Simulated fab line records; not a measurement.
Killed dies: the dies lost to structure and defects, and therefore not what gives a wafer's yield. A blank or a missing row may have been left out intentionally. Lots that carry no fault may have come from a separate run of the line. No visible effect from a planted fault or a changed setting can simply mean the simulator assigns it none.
What tool caused it?	flow gf180mcu	13 lots with 39 wafers sampled at 5 steps, on a route of 602 steps

WHAT EACH GAUGE READ, for each wafer
GF_M1_CD_MEAS_14: the cd target is 230 nm. Usual: cd nm reads 230.0 nm (standard deviation 0.99).
lot	measured	on	cd nm (nm)	flag
L630	day 17 09:07	cd sem-01	231.7 230.4 231.8	
L631	day 17 19:43	cd sem-02	229.8 229.7 229.4	
L632	day 17 21:44	cd sem-01	229.7 229.6 230.2	
L635	day 19 09:16	cd sem-01	231.1 230.9 230.2	
L639	day 20 21:12	cd sem-02	229.2 228.7 229.2	
L641	day 21 13:14	cd sem-02	229.9 229.4 231.1	
L644	day 23 00:22	cd sem-01	230.1 232.6 231.2	
L646	day 23 20:54	cd sem-02	230.2 228.8 228.8	
L647	day 23 21:31	cd sem-01	230.9 230.3 230.2	
L649	day 24 08:40	cd sem-02	227.4 227.9 227.1	
L650	day 24 15:39	cd sem-02	230.6 230.6 230.0	
L651	day 25 02:37	cd sem-02	229.3 231.1 228.6	
L652	day 25 06:05	cd sem-02	229.8 230.2 230.9	

GF_V2_THK_MEAS_01. Usual: for V2_CVD_00_THK the level is 605 nm and the standard deviation is 7.2.
lot	measured	on	V2_CVD_00_THK (nm)	flag
L630	day 19 13:39	film metro-01	601 605 613	
L631	day 20 00:13	film metro-01	588 595 611	
L632	day 20 02:34	film metro-04	599 600 600	
L635	day 21 13:11	film metro-01	594 590 598	
L639	day 22 23:31	film metro-04	610 608 617	
L641	day 23 15:32	film metro-01	595 608 596	
L644	day 25 01:05	film metro-01	608 594 601	
L646	day 25 20:19	film metro-04	602 588 602	
L647	day 25 21:01	film metro-02	617 609 615	
L649	day 26 07:43	film metro-02	607 603 609	
L650	day 26 14:49	film metro-01	594 606 606	
L651	day 27 01:17	film metro-02	613 609 613	
L652	day 27 03:52	film metro-01	615 600 602	

GF_V2_THK_MEAS_03. Usual: for V2_CVD_02_THK the level is 850 nm and the standard deviation is 11.
lot	measured	on	V2_CVD_02_THK (nm)	flag
L630	day 19 13:47	film metro-01	857 879 867	
L631	day 20 00:21	film metro-04	847 856 844	
L632	day 20 02:41	film metro-01	853 849 850	
L635	day 21 13:19	film metro-02	845 868 852	
L639	day 22 23:38	film metro-01	799 807 814	OFF
L641	day 23 15:40	film metro-04	795 808 817	OFF
L644	day 25 01:13	film metro-02	858 836 870	
L646	day 25 20:26	film metro-02	852 858 872	
L647	day 25 21:09	film metro-04	843 837 859	
L649	day 26 07:50	film metro-02	844 855 839	
L650	day 26 14:57	film metro-02	847 843 849	
L651	day 27 01:25	film metro-04	843 840 862	
L652	day 27 04:00	film metro-02	844 875 848	

EACH LOT AND THE TOOL THAT RAN IT (in order: tool; ch and the chambers of the sampled wafers; start)
lot	GF_V1_CVD_23	GF_V2_CVD_02
L630	cvd w-01 ch 0, day 18 11:17	pecvd-04 ch 0,1, day 19 13:42
L631	cvd w-02 ch 0,1, day 18 22:01	pecvd-04 ch 0,1,2, day 20 00:17
L632	cvd w-01 ch 0,1, day 19 00:13	pecvd-03 ch 0,1,2, day 20 02:36
L635	cvd w-02 ch 0,1, day 20 11:35	pecvd-01 ch 0,1,2, day 21 13:14
L639	cvd w-01 ch 0,1, day 21 22:44	pecvd-01 ch 0,1,2, day 22 23:34
L641	cvd w-01 ch 0,1, day 22 15:18	pecvd-01 ch 1,2, day 23 15:34
L644	cvd w-02 ch 0,1, day 24 01:02	pecvd-03 ch 0,1, day 25 01:08
L646	cvd w-01 ch 0,1, day 24 21:23	pecvd-01 ch 0,1,2, day 25 20:23
L647	cvd w-01 ch 0,1, day 24 22:20	pecvd-03 ch 0,1,2, day 25 21:05
L649	cvd w-01 ch 1, day 25 09:37	pecvd-03 ch 0,1, day 26 07:46
L650	cvd w-02 ch 0,1, day 25 15:36	pecvd-04 ch 0,1,2, day 26 14:53
L651	cvd w-02 ch 0,1, day 26 02:17	pecvd-03 ch 0,2, day 27 01:20
L652	cvd w-02 ch 0,1, day 26 05:44	pecvd-04 ch 1,2, day 27 03:56
- GF_V1_CVD_23: deposits W, target thk 350 nm, time 105.05 s.
- GF_V2_CVD_02: deposits SiO2 from TEOS, target thk 850 nm, time 94.851 s.

AS READ BY THE TOOLS THEMSELVES (means over the sampled wafers that have a number; for cases with no such wafer, the mark the record gives instead)
GF_V1_CVD_23. Usual: heater power outer w 503 W, standard deviation 36; heater power w 833 W, standard deviation 49.
lot	tool	heater power outer w (W)	heater power w (W)	flag
L630	cvd w-01	458	748	
L631	cvd w-02	524	847	
L632	cvd w-01	476	807	
L635	cvd w-02	497	832	
L639	cvd w-01	485	799	
L641	cvd w-01	487	807	
L644	cvd w-02	525	840	
L646	cvd w-01	487	809	
L647	cvd w-01	514	844	
L649	cvd w-01	527	887	
L650	cvd w-02	494	841	
L651	cvd w-02	521	859	
L652	cvd w-02	505	835	

GF_V2_CVD_02. Usual: heater power outer w 397 W, standard deviation 76; heater power w 690 W, standard deviation 110; rf fwd power W 596.7 W, standard deviation 1.8.
lot	tool	heater power outer w (W)	heater power w (W)	rf fwd power W (W)	flag
L630	pecvd-04	454	752	595.3	
L631	pecvd-04	433	728	596.7	
L632	pecvd-03	396	710	596.8	
L635	pecvd-01	391	666	594.5	
L639	pecvd-01	410	704	500.2	OFF
L641	pecvd-01	439	744	499.8	OFF
L644	pecvd-03	386	686	598.0	
L646	pecvd-01	326	575	598.1	
L647	pecvd-03	369	676	596.3	
L649	pecvd-03	389	678	595.3	
L650	pecvd-04	484	797	596.7	
L651	pecvd-03	388	721	597.8	
L652	pecvd-04	437	713	595.3	

THE ANSWER, worked out from the rows above alone
Rule: take the mean of a lot's wafers that have a number; if it is more than 3 standard deviations from the usual mean, the lot is off. A lot without any number at a reading at which 4 lots or more have one is off too. Where the step has rows for the other lots, those lots are counted as sound. The gauges are gone through in route order, then the tools' own readings, and for those a lot's mean is taken as printed above. At the first step where some lot is off, the reading lying furthest off is the one used; lots without a number count as furthest.
Off: L639, L641, seen at GF_V2_THK_MEAS_03 (V2_CVD_02_THK).
If a tool, at a process step before that reading, ran all the lots that are off and no sound lot after the first of them, it fits. The gauges at GF_V2_THK_MEAS_03 aren't tried: what is off there is off at GF_V2_CVD_02 too, on other tools, and a gauge's error can't cause that. No candidate that was tried fits.

WHAT THE SIMULATOR HAD PUT IN
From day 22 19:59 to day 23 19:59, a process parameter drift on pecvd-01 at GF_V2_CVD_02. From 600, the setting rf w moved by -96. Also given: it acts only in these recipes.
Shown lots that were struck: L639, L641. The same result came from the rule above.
